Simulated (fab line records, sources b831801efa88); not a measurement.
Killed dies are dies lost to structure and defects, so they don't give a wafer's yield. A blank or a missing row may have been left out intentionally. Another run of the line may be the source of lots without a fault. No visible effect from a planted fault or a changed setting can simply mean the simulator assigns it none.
fab line records	flow gf180mcu
record lots=5	wafers=27
route steps=602 shown POLY_GATE@170 PSD@254 SAB@272 V1@337 M2@364 V2@404 V3@451 MIM@504
startH: hours from the record's first day to the start of the lot's first wafer shown	waitH: hours elapsed since this lot's preceding step	" same as the row above	L1.1+2: several wafers, shown together as one row	- no value, or no start given	* or withheld: withheld	< > ~ a bound
route shown NAME@n: names a module that has steps shown in the file, with the first one's number in the route	usual: mean/standard deviation of fault-free wafers	same: alike in all rows	chamber/n: place in a boat	sites: readings site by site	_std_site: standard deviation of those values	_edge_site: mean of outer sites minus mean of inner sites	radiusMm: how far each site lies from the wafer's centre	mask NAME#n: copy n	behind: the tool/chamber that last shaped the wafer	hold: why the lot was held/for how many hours/how that ended	device: whichever transistor did not switch (one of n, p or np)	end of line: the tests these same wafers got at the end of their route	step lacking rows: just its recipe	killed: not the wafer's yield, but the dies lost to structure and defects at the first sort	map: the dies of a wafer, with x for killed, . for not killed, _ for no die there
set.NAME: the setting as run; set.NAME@STEP: as run at that earlier step	model.NAME: the simulator's own value behind a step, which no gauge read
one table per step and one row per wafer, for lots whose settings were changed on purpose
## steps
# step GF_POLY_GATE_ETCH_13
# recipe target=poly-Si	targetDepthNm=198.5	stopOn=SiO2	overEtchFrac=0.403	chemistry=HBr/Cl2	icpW=400	biasW=100	pressureMtorr=10	HBr_flow_sccm=150	Cl2_flow_sccm=50	timeS=69.6
# usual oesProductAu=0.990/0.0073
lot.wafer	tool	chamber	startH	waitH	set.timeS	oesProductAu	model.SiO2_of_DUAL_GATE_OXIDATION_02.thkNm
L074.1	rieSi-02	3	188.94	-	69.6	0.981	14.5
L074.2	"	2	"	"	96.24	0.932	13.34
L074.3	"	1	"	"	69.6	0.980	14.7
L074.4	"	0	"	"	96.24	0.936	13.3
L074.5	"	3	"	"	96.24	0.939	13.23
L074.6	"	2	"	"	69.6	0.980	14.53
L078.1	rieSi-01	3	235.73	-	69.6	0.992	14.52
L078.2	"	0	"	"	69.6	0.993	14.54
L078.3	"	2	"	"	69.6	1.006	14.43
L078.4	"	0	"	"	90.34	0.963	13.45
L078.5	"	2	"	"	90.34	0.959	13.61
L078.6	"	3	"	"	90.34	0.962	13.65
L079.2	rieSi-01	0	238.44	-	69.6	0.985	14.3
L079.4	"	2	"	"	69.6	0.982	14.33
L079.6	"	3	"	"	69.6	0.992	14.19
L082.1	rieSi-02	3	261.39	-	69.6	0.988	14.22
L082.2	"	2	"	"	69.6	0.988	14.49
L082.3	"	1	"	"	97.94	0.945	13.25
L082.4	"	0	"	"	97.94	0.941	13.2
L082.5	"	2	"	"	69.6	0.993	14.49
L082.6	"	3	"	"	97.94	0.938	13.08
L084.1	rieSi-02	2	273.14	-	83.58	0.966	14.11
L084.2	"	1	"	"	83.58	0.963	14.05
L084.3	"	3	"	"	83.58	0.971	13.81
L084.4	"	0	"	"	69.6	0.992	14.66
L084.5	"	0	"	"	69.6	0.980	14.64
L084.6	"	3	"	"	69.6	1.001	14.75
# step GF_PSD_DEVELOP_06
# recipe developTimeS=60	devTempC=23
lot.wafer	tool	chamber	startH	waitH	set.developTimeS
L074.1+2+3+4+5+6	lithoTrack-01	0	305.42	0.1	60
L078.1+3+5	lithoTrack-01	0	363.22	0.1	60
L078.2+4+6	"	0	"	"	70.51
L079.2+4+6	lithoTrack-01	0	367.14	0.1	60
L082.1+3+4	lithoTrack-02	0	392.68	0.1	83.68
L082.2+5+6	"	0	"	"	60
L084.1+2+3+4+5+6	lithoTrack-02	0	408.53	0.1	60
# step GF_PSD_CD_MEAS_07
# recipe targetCdNm=400
# usual cdNm=400.9/2.2
lot.wafer	tool	chamber	startH	waitH	set.developTimeS@PSD_DEVELOP_06	cdNm
L074.1	cdSem-01	-	305.57	0.1	60	400.9
L074.2	"	-	"	"	60	399.8
L074.3	"	-	"	"	60	400.0
L074.4	"	-	"	"	60	402.4
L074.5	"	-	"	"	60	399.2
L074.6	"	-	"	"	60	401.7
L078.1	cdSem-02	-	363.37	0.1	60	399.8
L078.2	"	-	"	"	70.51	415.4
L078.3	"	-	"	"	60	400.6
L078.4	"	-	"	"	70.51	415.6
L078.5	"	-	"	"	60	399.8
L078.6	"	-	"	"	70.51	412.7
L079.2	cdSem-01	-	367.29	0.1	60	400.1
L079.4	"	-	"	"	60	399.9
L079.6	"	-	"	"	60	399.4
L082.1	cdSem-01	-	392.83	0.1	83.68	432.0
L082.2	"	-	"	"	60	401.6
L082.3	"	-	"	"	83.68	432.4
L082.4	"	-	"	"	83.68	431.4
L082.5	"	-	"	"	60	402.5
L082.6	"	-	"	"	60	401.9
L084.1	cdSem-02	-	408.68	0.1	60	400.8
L084.2	"	-	"	"	60	401.2
L084.3	"	-	"	"	60	400.1
L084.4	"	-	"	"	60	402.0
L084.5	"	-	"	"	60	401.5
L084.6	"	-	"	"	60	402.8
# step GF_SAB_DEVELOP_08
# recipe developTimeS=60	devTempC=23
lot.wafer	tool	chamber	startH	waitH	set.developTimeS
L074.1+2+3+4+5+6	lithoTrack-02	0	327.23	0.1	60
L078.1+2+5	lithoTrack-02	0	386.43	0.1	90.11
L078.3+4+6	"	0	"	"	60
L079.2+4+6	lithoTrack-01	0	390.34	0.1	60
L082.1+5+6	lithoTrack-02	0	416.98	0.1	60
L082.2+3+4	"	0	"	"	70.18
L084.1+2+5	lithoTrack-02	0	432.93	0.1	60
L084.3+4+6	"	0	"	"	81.5
# step GF_SAB_CD_MEAS_09
# recipe targetCdNm=420
# usual cdNm=419.3/1.9
lot.wafer	tool	chamber	startH	waitH	set.developTimeS@SAB_DEVELOP_08	cdNm
L074.1	cdSem-02	-	327.38	0.1	60	420.9
L074.2	"	-	"	"	60	421.0
L074.3	"	-	"	"	60	421.0
L074.4	"	-	"	"	60	420.1
L074.5	"	-	"	"	60	420.3
L074.6	"	-	"	"	60	419.5
L078.1	cdSem-01	-	386.58	0.1	90.11	379.3
L078.2	"	-	"	"	90.11	380.8
L078.3	"	-	"	"	60	412.8
L078.4	"	-	"	"	60	418.2
L078.5	"	-	"	"	90.11	379.8
L078.6	"	-	"	"	60	417.1
L079.2	cdSem-01	-	390.49	0.1	60	418.9
L079.4	"	-	"	"	60	421.1
L079.6	"	-	"	"	60	415.3
L082.1	cdSem-01	-	417.13	0.1	60	420.6
L082.2	"	-	"	"	70.18	408.1
L082.3	"	-	"	"	70.18	406.7
L082.4	"	-	"	"	70.18	407.1
L082.5	"	-	"	"	60	422.0
L082.6	"	-	"	"	60	421.2
L084.1	cdSem-01	-	433.08	0.1	60	419.3
L084.2	"	-	"	"	60	420.6
L084.3	"	-	"	"	81.5	391.6
L084.4	"	-	"	"	81.5	391.7
L084.5	"	-	"	"	60	418.8
L084.6	"	-	"	"	81.5	391.8
# step GF_SAB_ETCH_11
# recipe chemistry=C4F8/O2/Ar	maskMaterial=NOVOLAK	target=SiO2	targetDepthNm=55	sourceW=1448	biasW=1200	pressureMtorr=40	c4f8FlowSccm=withheld	O2_flow_sccm=6	Ar_flow_sccm=300	timeS=8.5
lot.wafer	tool	chamber	startH	waitH	set.developTimeS@SAB_DEVELOP_08	model.SAB.cdNm
L074.1	rieDiel-03	2	327.54	0.0	60	421.1
L074.2	"	3	"	"	60	421.6
L074.3	"	1	"	"	60	421.4
L074.4	"	0	"	"	60	420.5
L074.5	"	1	"	"	60	420.9
L074.6	"	2	"	"	60	420
L078.1	rieDiel-03	2	386.74	0.0	90.11	379.9
L078.2	"	3	"	"	90.11	381.1
L078.3	"	0	"	"	60	412.9
L078.4	"	1	"	"	60	418.5
L078.5	"	3	"	"	90.11	380.2
L078.6	"	2	"	"	60	417.3
L079.2	rieDiel-03	3	390.62	0.0	60	419.5
L079.4	"	2	"	"	60	421.5
L079.6	"	1	"	"	60	415.5
L082.1	rieDiel-04	1	417.29	0.0	60	420.7
L082.2	"	2	"	"	70.18	408.6
L082.3	"	0	"	"	70.18	407.1
L082.4	"	3	"	"	70.18	407.5
L082.5	"	2	"	"	60	422.6
L082.6	"	3	"	"	60	421.9
L084.1	rieDiel-03	0	433.24	0.0	60	418.3
L084.2	"	1	"	"	60	420.2
L084.3	"	2	"	"	81.5	391.4
L084.4	"	3	"	"	81.5	392.3
L084.5	"	3	"	"	60	419
L084.6	"	2	"	"	81.5	391.6
# step GF_V1_CVD_02
# recipe material=SiO2	targetThkNm=850	precursor=TEOS	tempC=400	timeS=94.851	rfW=600
lot.wafer	tool	chamber	startH	waitH	set.timeS	model.SiO2_of_V1_CVD_02.thkNm
L074.1	pecvd-03	0	374.55	0.1	94.851	830.8
L074.2	"	2	"	"	94.851	840.1
L074.3	"	1	"	"	94.851	819.7
L074.4	"	1	"	"	94.851	846.2
L074.5	"	2	"	"	94.851	843.6
L074.6	"	0	"	"	94.851	837.5
L078.1	pecvd-03	1	436.84	0.1	66.62	597.6
L078.2	"	0	"	"	94.851	846
L078.3	"	2	"	"	66.62	594
L078.4	"	2	"	"	94.851	870.1
L078.5	"	0	"	"	94.851	862.7
L078.6	"	1	"	"	66.62	606.1
L079.2	pecvd-02	0	442.20	0.0	94.851	836.1
L079.4	"	1	"	"	94.851	870.8
L079.6	"	0	"	"	94.851	850.5
L082.1	pecvd-02	2	469.60	0.1	94.851	844.4
L082.2	"	0	"	"	94.851	827.2
L082.3	"	1	"	"	94.851	856.3
L082.4	"	0	"	"	94.851	846.6
L082.5	"	1	"	"	94.851	852.5
L082.6	"	2	"	"	94.851	852.8
L084.1	pecvd-02	0	486.29	0.1	94.851	839
L084.2	"	1	"	"	94.851	844.8
L084.3	"	2	"	"	127.9	1134
L084.4	"	0	"	"	127.9	1146
L084.5	"	1	"	"	127.9	1158
L084.6	"	2	"	"	94.851	864.3
# step GF_V1_THK_MEAS_03
# recipe reads=SiO2_of_V1_CVD_02
# usual V1_CVD_02_THK=852/12
lot.wafer	tool	chamber	startH	waitH	set.timeS@V1_CVD_02	V1_CVD_02_THK[nm]
L074.1	filmMetro-03	-	374.62	0.0	94.851	831
L074.2	"	-	"	"	94.851	839
L074.3	"	-	"	"	94.851	820
L074.4	"	-	"	"	94.851	847
L074.5	"	-	"	"	94.851	844
L074.6	"	-	"	"	94.851	837
L078.1	filmMetro-02	-	436.91	0.0	66.62	598
L078.2	"	-	"	"	94.851	846
L078.3	"	-	"	"	66.62	594
L078.4	"	-	"	"	94.851	870
L078.5	"	-	"	"	94.851	863
L078.6	"	-	"	"	66.62	606
L079.2	filmMetro-01	-	442.28	0.0	94.851	836
L079.4	"	-	"	"	94.851	871
L079.6	"	-	"	"	94.851	850
L082.1	filmMetro-02	-	469.67	0.0	94.851	844
L082.2	"	-	"	"	94.851	827
L082.3	"	-	"	"	94.851	857
L082.4	"	-	"	"	94.851	847
L082.5	"	-	"	"	94.851	853
L082.6	"	-	"	"	94.851	852
L084.1	filmMetro-01	-	486.36	0.0	94.851	838
L084.2	"	-	"	"	94.851	845
L084.3	"	-	"	"	127.9	1134
L084.4	"	-	"	"	127.9	1146
L084.5	"	-	"	"	127.9	1158
L084.6	"	-	"	"	94.851	864
# step GF_V1_CMP_04
# recipe material=SiO2	downForcePsi=4	platenRpm=60	padVelocityMS=0.94248
# usual timeToEndpointS=82/5.6
lot.wafer	tool	chamber	startH	waitH	set.timeS@V1_CVD_02	timeToEndpointS
L074.2	cmp-02	3	374.68	0.0	94.851	76
L074.3	"	0	"	"	94.851	72
L074.4	"	1	"	"	94.851	83
L074.1	"	2	"	"	94.851	69
L074.5	"	3	"	"	94.851	77
L074.6	"	0	"	"	94.851	74
L078.1	cmp-01	3	436.99	0.1	66.62	40
L078.2	"	0	"	"	94.851	83
L078.3	"	1	"	"	66.62	38
L078.4	"	2	"	"	94.851	91
L078.6	"	3	"	"	66.62	42
L078.5	"	0	"	"	94.851	91
L079.4	cmp-02	2	442.43	0.1	94.851	85
L079.2	"	3	"	"	94.851	75
L079.6	"	1	"	"	94.851	83
L082.4	cmp-01	3	469.73	0.0	94.851	80
L082.1	"	0	"	"	94.851	80
L082.2	"	1	"	"	94.851	71
L082.3	"	2	"	"	94.851	86
L082.6	"	3	"	"	94.851	81
L082.5	"	0	"	"	94.851	82
L084.1	cmp-02	2	486.42	0.1	94.851	75
L084.2	"	3	"	"	94.851	78
L084.3	"	0	"	"	127.9	188
L084.4	"	1	"	"	127.9	194
L084.5	"	2	"	"	127.9	195
L084.6	"	3	"	"	94.851	86
# step GF_M2_SPUTTER_02
# recipe material=AlCu	targetThkNm=450	powerW=10600	timeS=23.9	chamberPressurePa=0.4
lot.wafer	tool	chamber	startH	waitH	set.timeS	model.AlCu_of_M2_SPUTTER_02.thkNm
L074.1	pvdSputter-02	-	399.15	0.0	23.9	453
L074.2	"	-	"	"	23.9	452.1
L074.3	"	-	"	"	23.9	441.2
L074.4	"	-	"	"	23.9	444.8
L074.5	"	-	"	"	23.9	440.1
L074.6	"	-	"	"	23.9	441
L078.1	pvdSputter-02	-	463.70	0.0	23.9	444.4
L078.2	"	-	"	"	37.63	694.4
L078.3	"	-	"	"	37.63	692.9
L078.4	"	-	"	"	23.9	446
L078.5	"	-	"	"	37.63	705.4
L078.6	"	-	"	"	23.9	444.7
L079.2	pvdSputter-01	-	468.62	0.0	23.9	454.5
L079.4	"	-	"	"	23.9	451.5
L079.6	"	-	"	"	23.9	448.6
L082.1	pvdSputter-01	-	496.48	0.0	28.07	528.5
L082.2	"	-	"	"	23.9	447
L082.3	"	-	"	"	23.9	449.8
L082.4	"	-	"	"	28.07	525
L082.5	"	-	"	"	23.9	447.9
L082.6	"	-	"	"	28.07	524.7
L084.1	pvdSputter-02	-	512.22	0.0	23.9	448.2
L084.2	"	-	"	"	23.9	434
L084.3	"	-	"	"	16.17	288
L084.4	"	-	"	"	23.9	442.1
L084.5	"	-	"	"	16.17	290.9
L084.6	"	-	"	"	16.17	292.8
# step GF_M2_SPUTTER_03
# recipe material=Ti	targetThkNm=10	substrateTempC=300	chamberPressurePa=0.3	powerW=3000	timeS=6.7
# step GF_M2_SPUTTER_04
# recipe material=TiN	targetThkNm=50	powerW=6500	timeS=41.7	chamberPressurePa=0.4127
# step GF_M2_RS_MEAS_05
# recipe thkMeasGauge=four-point-probe	reads=TiN_of_M2_SPUTTER_04+Ti_of_M2_SPUTTER_03+AlCu_of_M2_SPUTTER_02+TiN_of_M2_SPUTTER_01+Ti_of_M2_SPUTTER_00
# usual M2_ALCU_RS=0.0702/0.0011
lot.wafer	tool	chamber	startH	waitH	set.timeS@M2_SPUTTER_02	M2_ALCU_RS[ohm/sq]
L074.1	filmMetro-03	-	399.24	0.0	23.9	0.0689
L074.2	"	-	"	"	23.9	0.0691
L074.3	"	-	"	"	23.9	0.0709
L074.4	"	-	"	"	23.9	0.0704
L074.5	"	-	"	"	23.9	0.0711
L074.6	"	-	"	"	23.9	0.0709
L078.1	filmMetro-01	-	463.79	0.0	23.9	0.0702
L078.2	"	-	"	"	37.63	0.0448
L078.3	"	-	"	"	37.63	0.0450
L078.4	"	-	"	"	23.9	0.0702
L078.5	"	-	"	"	37.63	0.0442
L078.6	"	-	"	"	23.9	0.0703
L079.2	filmMetro-04	-	468.73	0.0	23.9	0.0688
L079.4	"	-	"	"	23.9	0.0694
L079.6	"	-	"	"	23.9	0.0698
L082.1	filmMetro-04	-	496.57	0.0	28.07	0.0591
L082.2	"	-	"	"	23.9	0.0700
L082.3	"	-	"	"	23.9	0.0697
L082.4	"	-	"	"	28.07	0.0595
L082.5	"	-	"	"	23.9	0.0699
L082.6	"	-	"	"	28.07	0.0595
L084.1	filmMetro-04	-	512.31	0.0	23.9	0.0698
L084.2	"	-	"	"	23.9	0.0720
L084.3	"	-	"	"	16.17	0.1093
L084.4	"	-	"	"	23.9	0.0708
L084.5	"	-	"	"	16.17	0.1083
L084.6	"	-	"	"	16.17	0.1071
# step GF_M2_THK_MEAS_06
# recipe thkMeasGauge=xrf	reads=AlCu_of_M2_SPUTTER_02
# usual M2_ALCU_THK=447/7.9
lot.wafer	tool	chamber	startH	waitH	set.timeS@M2_SPUTTER_02	M2_ALCU_THK[nm]
L074.1	filmMetro-03	-	399.36	0.1	23.9	451
L074.2	"	-	"	"	23.9	452
L074.3	"	-	"	"	23.9	441
L074.4	"	-	"	"	23.9	444
L074.5	"	-	"	"	23.9	439
L074.6	"	-	"	"	23.9	441
L078.1	filmMetro-01	-	463.91	0.1	23.9	446
L078.2	"	-	"	"	37.63	695
L078.3	"	-	"	"	37.63	697
L078.4	"	-	"	"	23.9	446
L078.5	"	-	"	"	37.63	706
L078.6	"	-	"	"	23.9	447
L079.2	filmMetro-04	-	468.84	0.1	23.9	455
L079.4	"	-	"	"	23.9	452
L079.6	"	-	"	"	23.9	449
L082.1	filmMetro-04	-	496.69	0.1	28.07	534
L082.2	"	-	"	"	23.9	450
L082.3	"	-	"	"	23.9	455
L082.4	"	-	"	"	28.07	530
L082.5	"	-	"	"	23.9	452
L082.6	"	-	"	"	28.07	531
L084.1	filmMetro-04	-	512.43	0.1	23.9	454
L084.2	"	-	"	"	23.9	439
L084.3	"	-	"	"	16.17	291
L084.4	"	-	"	"	23.9	445
L084.5	"	-	"	"	16.17	293
L084.6	"	-	"	"	16.17	295
# step GF_M2_DEHYDRATE_07
# recipe tempC=200	timeS=60
# step GF_M2_HMDS_08
# recipe primeTimeS=60	primeTempC=120
# step GF_M2_METAL_ETCH_16
# recipe chemistry=Cl2/BCl3	maskMaterial=KrF	targetDepthNm=627.5	stopOn=SiO2	pressureMtorr=8	icpW=800	biasW=140	Cl2_flow_sccm=80	bcl3FlowSccm=40	timeS=104.6
# usual oesProductAu=0.966/0.0083
lot.wafer	tool	chamber	startH	waitH	set.timeS@M2_SPUTTER_02	oesProductAu
L074.1	rieMetal-04	1	422.47	0.0	23.9	0.970
L074.2	"	0	"	"	23.9	0.970
L074.3	"	1	"	"	23.9	0.969
L074.4	"	0	"	"	23.9	0.956
L074.5	"	0	"	"	23.9	0.956
L074.6	"	1	"	"	23.9	0.967
L078.1	rieMetal-04	1	487.86	0.0	23.9	0.966
L078.2	"	0	"	"	37.63	1.009
L078.3	"	0	"	"	37.63	1.006
L078.4	"	1	"	"	23.9	0.968
L078.5	"	1	"	"	37.63	0.991
L078.6	"	0	"	"	23.9	0.961
L079.2	rieMetal-02	0	493.14	0.0	23.9	0.974
L079.4	"	0	"	"	23.9	0.980
L079.6	"	1	"	"	23.9	0.973
L082.1	rieMetal-04	0	520.72	0.0	28.07	0.987
L082.2	"	1	"	"	23.9	0.966
L082.3	"	0	"	"	23.9	0.968
L082.4	"	1	"	"	28.07	0.983
L082.5	"	0	"	"	23.9	0.978
L082.6	"	1	"	"	28.07	0.989
L084.1	rieMetal-04	0	535.69	0.0	23.9	0.969
L084.2	"	0	"	"	23.9	0.952
L084.3	"	0	"	"	16.17	0.815
L084.4	"	0	"	"	23.9	0.965
L084.5	"	0	"	"	16.17	0.816
L084.6	"	0	"	"	16.17	0.816
# step GF_V2_SPUTTER_22
# recipe material=TiN	targetThkNm=10	chamberPressurePa=5	powerW=4000	timeS=40
lot.wafer	tool	chamber	startH	waitH	set.timeS	model.TiN_of_V2_SPUTTER_22.thkNm
L074.1	pvdSputter-04	-	448.95	0.0	40	10.03
L074.2	"	-	"	"	40	10
L074.3	"	-	"	"	40	10.02
L074.4	"	-	"	"	40	10.11
L074.5	"	-	"	"	40	10.16
L074.6	"	-	"	"	40	10.01
L078.1	pvdSputter-03	-	513.92	0.0	20.4	5.009
L078.2	"	-	"	"	40	9.876
L078.3	"	-	"	"	40	9.838
L078.4	"	-	"	"	20.4	5.023
L078.5	"	-	"	"	20.4	4.881
L078.6	"	-	"	"	40	9.798
L079.2	pvdSputter-04	-	519.49	0.0	40	9.938
L079.4	"	-	"	"	40	10.09
L079.6	"	-	"	"	40	9.925
L082.1	pvdSputter-03	-	545.61	0.0	23.83	5.935
L082.2	"	-	"	"	40	10.06
L082.3	"	-	"	"	40	9.998
L082.4	"	-	"	"	23.83	5.902
L082.5	"	-	"	"	23.83	6.019
L082.6	"	-	"	"	40	10.04
L084.1	pvdSputter-01	-	560.24	0.0	40	10.01
L084.2	"	-	"	"	40	9.835
L084.3	"	-	"	"	40	9.93
L084.4	"	-	"	"	40	9.833
L084.5	"	-	"	"	40	9.945
L084.6	"	-	"	"	40	9.935
# step GF_V3_SPUTTER_22
# recipe material=TiN	targetThkNm=10	chamberPressurePa=5	powerW=4000	timeS=40
lot.wafer	tool	chamber	startH	waitH	set.timeS	model.TiN_of_V3_SPUTTER_22.thkNm
L074.1	pvdSputter-02	-	500.12	0.0	55.96	13.98
L074.2	"	-	"	"	40	10.06
L074.3	"	-	"	"	40	9.98
L074.4	"	-	"	"	55.96	13.95
L074.5	"	-	"	"	55.96	13.97
L074.6	"	-	"	"	40	10.01
L078.1	pvdSputter-04	-	562.57	0.0	21.27	5.276
L078.2	"	-	"	"	40	9.888
L078.3	"	-	"	"	21.27	5.275
L078.4	"	-	"	"	40	10.01
L078.5	"	-	"	"	21.27	5.261
L078.6	"	-	"	"	40	9.956
L079.2	pvdSputter-02	-	567.97	0.0	40	10.04
L079.4	"	-	"	"	40	10.13
L079.6	"	-	"	"	40	10.09
L082.1	pvdSputter-03	-	592.65	0.0	57.42	14.51
L082.2	"	-	"	"	57.42	14.37
L082.3	"	-	"	"	40	10.17
L082.4	"	-	"	"	57.42	14.45
L082.5	"	-	"	"	40	10.25
L082.6	"	-	"	"	40	10.02
L084.1	pvdSputter-03	-	605.62	0.0	40	10.18
L084.2	"	-	"	"	18.63	4.753
L084.3	"	-	"	"	18.63	4.642
L084.4	"	-	"	"	40	10.13
L084.5	"	-	"	"	40	10.25
L084.6	"	-	"	"	18.63	4.67
# step GF_MIM_SPUTTER_01
# recipe material=TiN	targetThkNm=30	powerW=6500	timeS=25	chamberPressurePa=0.4
lot.wafer	tool	chamber	startH	waitH	set.timeS	model.TiN_of_MIM_SPUTTER_01.thkNm
L074.1	pvdSputter-01	-	550.10	0.1	25	30.05
L074.2	"	-	"	"	25	30.14
L074.3	"	-	"	"	33.69	40.43
L074.4	"	-	"	"	25	30.69
L074.5	"	-	"	"	33.69	40.83
L074.6	"	-	"	"	33.69	40.33
L078.1	pvdSputter-01	-	609.42	0.1	25	29.84
L078.2	"	-	"	"	15.07	18.9
L078.3	"	-	"	"	25	30.17
L078.4	"	-	"	"	25	30.03
L078.5	"	-	"	"	15.07	18.78
L078.6	"	-	"	"	15.07	18.45
L079.2	pvdSputter-03	-	614.47	0.1	25	30.01
L079.4	"	-	"	"	25	30.48
L079.6	"	-	"	"	25	30.22
L082.1	pvdSputter-02	-	637.57	0.1	16.68	20.3
L082.2	"	-	"	"	16.68	20.34
L082.3	"	-	"	"	16.68	20.21
L082.4+5	"	-	"	"	25	30.32
L082.6	"	-	"	"	25	30.23
L084.1	pvdSputter-02	-	649.87	0.1	25	30.11
L084.2	"	-	"	"	38.71	46.69
L084.3	"	-	"	"	25	30.15
L084.4	"	-	"	"	25	30.19
L084.5	"	-	"	"	38.71	46.42
L084.6	"	-	"	"	38.71	46.56
## key
split step=GF_POLY_GATE_ETCH_13	setting=timeS	stated=69.6	by=wafer
response step=GF_POLY_GATE_ETCH_13	reading=oesProductAu	change=-0.00119	per=1%	r=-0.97
response step=GF_POLY_GATE_ETCH_13	reading=model.SiO2_of_DUAL_GATE_OXIDATION_02.thkNm	change=-0.0318	per=1%	r=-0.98
split step=GF_PSD_DEVELOP_06	setting=developTimeS	stated=60	by=wafer
response step=GF_PSD_CD_MEAS_07	reading=cdNm	change=+0.77	per=1%	r=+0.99
split step=GF_SAB_DEVELOP_08	setting=developTimeS	stated=60	by=wafer
response step=GF_SAB_CD_MEAS_09	reading=cdNm	change=-0.745	per=1%	r=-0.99
response step=GF_SAB_ETCH_11	reading=model.SAB.cdNm	change=-0.738	per=1%	r=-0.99
split step=GF_V1_CVD_02	setting=timeS	stated=94.851	by=wafer
response step=GF_V1_CVD_02	reading=model.SiO2_of_V1_CVD_02.thkNm	change=+8.61	per=1%	r=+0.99
response step=GF_V1_THK_MEAS_03	reading=V1_CVD_02_THK	change=+8.62	per=1%	r=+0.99
response step=GF_V1_CMP_04	reading=timeToEndpointS	change=*	per=1%	r=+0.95
split step=GF_M2_SPUTTER_02	setting=timeS	stated=23.9	by=wafer
response step=GF_M2_SPUTTER_02	reading=model.AlCu_of_M2_SPUTTER_02.thkNm	change=+4.46	per=1%	r=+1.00
response step=GF_M2_RS_MEAS_05	reading=M2_ALCU_RS	shape=bent	atLowest=0.1082	atStated=0.0701	atHighest=0.0447
response step=GF_M2_THK_MEAS_06	reading=M2_ALCU_THK	change=+4.48	per=1%	r=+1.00
response step=GF_M2_METAL_ETCH_16	reading=oesProductAu	shape=bent	atLowest=0.815	atStated=0.967	atHighest=1.002
split step=GF_V2_SPUTTER_22	setting=timeS	stated=40	by=wafer
response step=GF_V2_SPUTTER_22	reading=model.TiN_of_V2_SPUTTER_22.thkNm	change=+0.1	per=1%	r=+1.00
split step=GF_V3_SPUTTER_22	setting=timeS	stated=40	by=wafer
response step=GF_V3_SPUTTER_22	reading=model.TiN_of_V3_SPUTTER_22.thkNm	change=+0.101	per=1%	r=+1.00
split step=GF_MIM_SPUTTER_01	setting=timeS	stated=25	by=wafer
response step=GF_MIM_SPUTTER_01	reading=model.TiN_of_MIM_SPUTTER_01.thkNm	change=+0.295	per=1%	r=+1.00
